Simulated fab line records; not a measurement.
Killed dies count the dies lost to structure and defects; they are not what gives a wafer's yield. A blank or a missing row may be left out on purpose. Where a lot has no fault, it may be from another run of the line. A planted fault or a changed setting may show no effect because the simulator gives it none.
The same fault as seen by 2 desks + flow gf180mcu + each desk holds nothing but its own numbers, with what lay behind them at the end

== DESK OF THE TOOL OWNER: pecvd-03 ==
The tool's own readings at GF_PASSIVATION_CVD_02 (deposits Si3N4, target thk 700 nm, time 486.18 s): means of the sampled wafers that have a number, for each lot that ran on this tool. If a lot's mean is further than 4 standard deviations from the usual mean, the lot is out of limits and carries the mark OUT (the distance appears in the brackets).
Columns: A = heater-power-w at GF_PASSIVATION_CVD_02, usual 755 W
| lot  | first seen here | A   |
|------|-----------------|-----|
| L639 | day 28 09:00    | 804 |
| L641 | day 29 05:46    | 798 |
| L644 | day 30 03:02    | 859 |
| L646 | day 30 15:53    | 703 |
| L651 | day 31 23:51    | 736 |
| L652 | day 32 01:56    | 711 |
This desk found nothing out of limits on any of the 6 lots.

== THE METROLOGY DESK ==
What the gauges read, lot by lot, whatever tool the lot ran on: means of the sampled wafers that have a number. If a lot's mean is further than 4 standard deviations from the usual mean, the lot is out of limits and carries the mark OUT (the distance appears in the brackets).
Columns: A = V5_CVD_02_THK at GF_V5_THK_MEAS_03, usual 1452 nm; B = cd-nm at GF_V5_CD_MEAS_14, usual 260.0 nm; C = PASSIVATION_CVD_02_THK at GF_PASSIVATION_THK_MEAS_03, usual 704 nm
| lot  | first seen here | A    | B     | C             |
|------|-----------------|------|-------|---------------|
| L638 | day 26 07:53    | 1453 | 261.0 | 705           |
| L639 | day 26 14:26    | 1447 | 260.4 | 703           |
| L640 | day 27 01:29    | 1457 | 258.0 | 689           |
| L641 | day 27 11:23    | 1462 | 259.8 | 704           |
| L643 | day 28 02:07    | 1475 | 262.2 | 693           |
| L644 | day 28 09:20    | 1441 | 259.0 | 699           |
| L646 | day 28 23:31    | 1464 | 258.9 | 708           |
| L647 | day 29 01:45    | 1445 | 260.1 | 703           |
| L650 | day 30 08:18    | 1460 | 260.1 | 706           |
| L651 | day 30 09:49    | 1447 | 261.2 | 827 (+13) OUT |
| L652 | day 30 12:34    | 1454 | 259.2 | 809 (+11) OUT |
| L654 | day 31 07:06    | 1457 | 260.2 | 711           |
| L660 | day 32 16:57    | 1420 | 258.8 | 698           |
| L659 | day 32 19:06    | 1438 | 260.3 | 698           |
This desk finds L651, L652 out of limits, with the earliest case on L651 at day 32 00:09 (PASSIVATION_CVD_02_THK at GF_PASSIVATION_THK_MEAS_03). L638, L639, L640, L641, L643, L644, L646, L647, L650, L654, L660, L659: within limits.

== BROUGHT TOGETHER ==
On L651, L652, the metrology desk was in a position to raise an alarm at day 32 00:09.
Nothing out of limits was seen by the tool owner's desk.
Tool owner's desk: L651, L652 on record, inside its limits.
GF_PASSIVATION_CVD_02 was run on pecvd-03 by each of the lots named.

== WHAT WAS PUT IN BY THE SIMULATOR ==
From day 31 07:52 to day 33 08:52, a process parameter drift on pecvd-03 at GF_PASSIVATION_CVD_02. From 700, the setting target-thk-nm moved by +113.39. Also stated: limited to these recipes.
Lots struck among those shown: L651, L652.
Per desk, hours elapsed from the start of the fault to the first reading out of limits: for the metrology desk, 16.
